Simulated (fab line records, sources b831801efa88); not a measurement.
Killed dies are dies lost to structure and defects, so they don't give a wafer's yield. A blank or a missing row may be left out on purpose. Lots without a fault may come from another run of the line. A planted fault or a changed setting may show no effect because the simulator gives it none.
Which tool did it? | flow gf180mcu | 24 lots, 72 wafers sampled, at 4 steps of a route of 602

WHAT THE GAUGES READ, wafer by wafer
GF_M4_CD_MEAS_14: target cd 280 nm.
lot  | measured     | on        | cd_nm (nm)
L074 | day 23 17:58 | cd_sem-02 | 278.3 278.1 279.5
L075 | day 23 19:26 | cd_sem-01 | 281.8 281.8 282.0
L077 | day 24 18:26 | cd_sem-02 | 280.7 280.7 279.8
L076 | day 24 18:53 | cd_sem-01 | 278.9 279.7 279.3
L078 | day 24 21:44 | cd_sem-01 | 279.1 278.2 279.5
L079 | day 25 13:05 | cd_sem-01 | 280.1 281.4 280.0
L080 | day 25 15:21 | cd_sem-02 | 279.3 280.7 278.8
L081 | day 26 01:25 | cd_sem-01 | 277.9 278.5 278.1
L082 | day 26 06:28 | cd_sem-02 | 281.3 282.1 282.4
L083 | day 26 12:37 | cd_sem-01 | 277.7 277.6 277.4
L084 | day 26 16:55 | cd_sem-02 | 279.0 278.5 277.8
L085 | day 27 06:33 | cd_sem-01 | 281.5 280.6 279.7
L086 | day 27 08:48 | cd_sem-01 | 278.9 279.5 278.9
L087 | day 27 19:13 | cd_sem-02 | 281.9 281.3 282.4
L088 | day 28 02:28 | cd_sem-02 | 281.0 280.2 279.0
L089 | day 28 04:16 | cd_sem-01 | 280.3 279.5 279.5
L090 | day 28 12:55 | cd_sem-01 | 282.3 282.7 281.4
L091 | day 28 20:00 | cd_sem-02 | 278.5 279.1 279.4
L092 | day 29 08:16 | cd_sem-01 | 280.1 280.9 278.8
L093 | day 29 11:09 | cd_sem-02 | 281.1 281.5 281.6
L094 | day 29 19:28 | cd_sem-02 | 280.3 281.0 282.2
L095 | day 30 02:40 | cd_sem-01 | 278.8 279.6 278.2
L096 | day 30 07:23 | cd_sem-01 | 279.9 279.9 280.7
L097 | day 30 12:42 | cd_sem-02 | 280.5 280.1 279.2

GF_V4_THK_MEAS_25: measures by xrf.
lot  | measured     | on            | V4_W_THK (nm)
L074 | day 24 19:11 | film_metro-01 | 348 348 341
L075 | day 24 20:23 | film_metro-02 | 343 347 343
L077 | day 25 18:29 | film_metro-01 | 346 348 349
L076 | day 25 19:10 | film_metro-02 | 343 343 346
L078 | day 25 21:11 | film_metro-04 | 350 349 350
L079 | day 26 12:30 | film_metro-04 | 356 351 351
L080 | day 26 14:22 | film_metro-01 | 339 346 345
L081 | day 27 00:32 | film_metro-01 | 344 345 341
L082 | day 27 05:14 | film_metro-02 | 346 346 353
L083 | day 27 11:24 | film_metro-01 | 352 344 343
L084 | day 27 16:19 | film_metro-02 | 345 346 347
L085 | day 28 04:44 | film_metro-01 | 347 342 344
L086 | day 28 08:15 | film_metro-01 | 342 341 348
L087 | day 28 16:59 | film_metro-04 | 347 346 346
L088 | day 29 00:13 | film_metro-04 | 350 346 347
L089 | day 29 02:22 | film_metro-02 | 340 340 340
L090 | day 29 10:54 | film_metro-02 | 339 337 338
L091 | day 29 17:15 | film_metro-04 | 348 352 351
L092 | day 30 06:37 | film_metro-04 | 351 352 351
L093 | day 30 08:51 | film_metro-01 | 338 336 338
L094 | day 30 16:28 | film_metro-04 | 349 351 346
L095 | day 30 23:31 | film_metro-01 | 338 342 342
L096 | day 31 04:07 | film_metro-01 | 341 337 342
L097 | day 31 09:10 | film_metro-04 | 345 343 345

WHICH TOOL RAN EACH LOT (tool, then ch and the chambers of the sampled wafers, then the start)
lot  | GF_V3_STRIP_18                       | GF_V3_CMP_26
L074 | plasma_asher-04 ch 0,1, day 22 17:28 | cmp-02 ch 0,1,2, day 22 18:31
L075 | plasma_asher-01 ch 0,1, day 22 19:56 | cmp-01 ch 0,2, day 22 20:53
L077 | plasma_asher-04 ch 0,1, day 23 19:17 | cmp-01 ch 0,1,3, day 23 20:14
L076 | plasma_asher-02 ch 1, day 23 19:22   | cmp-01 ch 0,1,3, day 23 20:29
L078 | plasma_asher-01 ch 0,1, day 23 21:24 | cmp-01 ch 0,1,2, day 23 22:26
L079 | plasma_asher-01 ch 0,1, day 24 13:50 | cmp-01 ch 0,1,3, day 24 14:52
L080 | plasma_asher-02 ch 0,1, day 24 16:23 | cmp-01 ch 0,1,3, day 24 17:23
L081 | plasma_asher-02 ch 0,1, day 25 02:43 | cmp-01 ch 0,1,2, day 25 03:41
L082 | plasma_asher-02 ch 0,1, day 25 07:29 | cmp-02 ch 0,3, day 25 08:23
L083 | plasma_asher-02 ch 0,1, day 25 14:15 | cmp-02 ch 0,3, day 25 15:13
L084 | plasma_asher-01 ch 0,1, day 25 19:22 | cmp-01 ch 2,3, day 25 20:20
L085 | plasma_asher-04 ch 1, day 26 08:08   | cmp-01 ch 0,1, day 26 09:04
L086 | plasma_asher-04 ch 0,1, day 26 10:53 | cmp-01 ch 0,1, day 26 11:49
L087 | plasma_asher-02 ch 0,1, day 26 22:02 | cmp-02 ch 1,2,3, day 26 22:59
L088 | plasma_asher-04 ch 0,1, day 27 06:04 | cmp-02 ch 1,2,3, day 27 06:59
L089 | plasma_asher-04 ch 0,1, day 27 07:14 | cmp-01 ch 0,1,2, day 27 08:11
L090 | plasma_asher-01 ch 0,1, day 27 16:25 | cmp-02 ch 0,2,3, day 27 17:22
L091 | plasma_asher-04 ch 0,1, day 27 23:08 | cmp-01 ch 0,2,3, day 28 00:05
L092 | plasma_asher-04 ch 1, day 28 11:19   | cmp-02 ch 1,2,3, day 28 12:17
L093 | plasma_asher-01 ch 0,1, day 28 14:16 | cmp-02 ch 1,2,3, day 28 15:13
L094 | plasma_asher-04 ch 0,1, day 28 22:43 | cmp-01 ch 1,2,3, day 28 23:43
L095 | plasma_asher-02 ch 0,1, day 29 06:07 | cmp-01 ch 1,3, day 29 07:04
L096 | plasma_asher-04 ch 0,1, day 29 10:44 | cmp-01 ch 0,2,3, day 29 11:44
L097 | plasma_asher-04 ch 0,1, day 29 17:05 | cmp-02 ch 0,1,3, day 29 18:04
- GF_V3_STRIP_18: strips in O2/N2.
- GF_V3_CMP_26: polishes, stops on SiO2, t overpolish 15 s, target thk 0 nm.

WHAT THE TOOLS THEMSELVES READ (means of the sampled wafers that have a number; where no wafer has one, the mark that the record gives instead)
GF_V3_STRIP_18.
lot  | tool            | chamber_pressure_mTorr (mTorr) | drypump_motor_current_A (A) | heater_power_w (W) | o2_flow_sccm (sccm) | oes_product_au (a.u.)
L074 | plasma_asher-04 | 1499.8                         | 5.1                         | 354                | 2992                | 0.591
L075 | plasma_asher-01 | 1501.0                         | 5.8                         | 331                | 3003                | 0.590
L077 | plasma_asher-04 | 1500.4                         | 5.1                         | 358                | 3002                | 0.598
L076 | plasma_asher-02 | 1500.0                         | 5.6                         | 350                | 3003                | 0.589
L078 | plasma_asher-01 | 1500.2                         | 5.8                         | 327                | 2999                | 0.593
L079 | plasma_asher-01 | 1500.9                         | 5.8                         | 330                | 3000                | 0.590
L080 | plasma_asher-02 | 1499.9                         | 6.0                         | 364                | 2989                | 0.593
L081 | plasma_asher-02 | 1499.6                         | 6.0                         | 361                | 3002                | 0.595
L082 | plasma_asher-02 | 1502.0                         | 6.1                         | 361                | 2996                | 0.594
L083 | plasma_asher-02 | 1501.0                         | 5.8                         | 361                | 2994                | 0.590
L084 | plasma_asher-01 | 1501.6                         | 5.5                         | 325                | 2998                | 0.588
L085 | plasma_asher-04 | 1499.5                         | 5.7                         | 393                | 2990                | 0.594
L086 | plasma_asher-04 | 1501.2                         | 5.4                         | 379                | 3010                | 0.586
L087 | plasma_asher-02 | 1501.5                         | 5.8                         | 359                | 2993                | 0.593
L088 | plasma_asher-04 | 1499.3                         | 5.1                         | 351                | 3003                | 0.591
L089 | plasma_asher-04 | 1500.5                         | 5.1                         | 351                | 3004                | 0.593
L090 | plasma_asher-01 | 1500.1                         | 5.6                         | 325                | 3000                | 0.587
L091 | plasma_asher-04 | 1500.0                         | 5.1                         | 352                | 3000                | 0.594
L092 | plasma_asher-04 | 1499.8                         | 5.7                         | 392                | 2993                | 0.596
L093 | plasma_asher-01 | 1500.7                         | 5.8                         | 333                | 2995                | 0.589
L094 | plasma_asher-04 | 1500.4                         | 5.4                         | 369                | 3004                | 0.595
L095 | plasma_asher-02 | 1501.2                         | 5.8                         | 359                | 3001                | 0.592
L096 | plasma_asher-04 | 1500.1                         | 5.4                         | 373                | 2998                | 0.588
L097 | plasma_asher-04 | 1501.1                         | 5.4                         | 374                | 3009                | 0.591

GF_V3_CMP_26.
lot  | tool   | motor_current_A (A) | overpolish_run_s (s) | time_to_endpoint_s (s)
L074 | cmp-02 | 11.0                | 15.007               | 83
L075 | cmp-01 | 11.2                | 14.998               | 85
L077 | cmp-01 | 11.0                | 15.006               | 85
L076 | cmp-01 | 10.6                | 14.988               | 83
L078 | cmp-01 | 11.0                | 15.003               | 84
L079 | cmp-01 | 10.5                | 14.999               | 83
L080 | cmp-01 | 10.6                | 14.986               | 91
L081 | cmp-01 | 10.9                | 15.008               | 85
L082 | cmp-02 | 10.4                | 15.000               | 88
L083 | cmp-02 | 10.4                | 15.005               | 88
L084 | cmp-01 | 11.0                | 14.996               | 82
L085 | cmp-01 | 9.9                 | 15.001               | 90
L086 | cmp-01 | 10.7                | 14.998               | 87
L087 | cmp-02 | 10.6                | 15.005               | 83
L088 | cmp-02 | 10.6                | 15.008               | 87
L089 | cmp-01 | 10.7                | 15.002               | 85
L090 | cmp-02 | 10.7                | 15.001               | 86
L091 | cmp-01 | 11.1                | 15.001               | 84
L092 | cmp-02 | 10.8                | 14.999               | 80
L093 | cmp-02 | 11.0                | 14.999               | 87
L094 | cmp-01 | 10.5                | 15.003               | 81
L095 | cmp-01 | 10.1                | 14.996               | 83
L096 | cmp-01 | 10.8                | 15.000               | 86
L097 | cmp-02 | 10.6                | 15.000               | 86

THE ANSWER, worked out from the rows above alone
Rule: what is usual is taken from the lots themselves. Put in order of their means at a reading, lots are off if they are a third of the lots or fewer, leave a main group of 4 or more, and stand apart from it by a gap of 3 or more times the standard deviation of the main group's means; of several such gaps the widest counts. A main group whose means are all the same, to the digits that the tables above print for the reading, isn't used. A lot without any number at a reading at which 4 lots or more have one is off too. The other lots that the step has rows for count as sound. The gauges are gone through in route order, then the tools' own readings, and for those a lot's mean is taken as printed above. The first step at which some lot is off is used, and at that step the reading that is off furthest; a lot without a number counts as furthest.
No lot is off at any reading shown: from this, nothing can be told.

WHAT THE SIMULATOR HAD PUT IN
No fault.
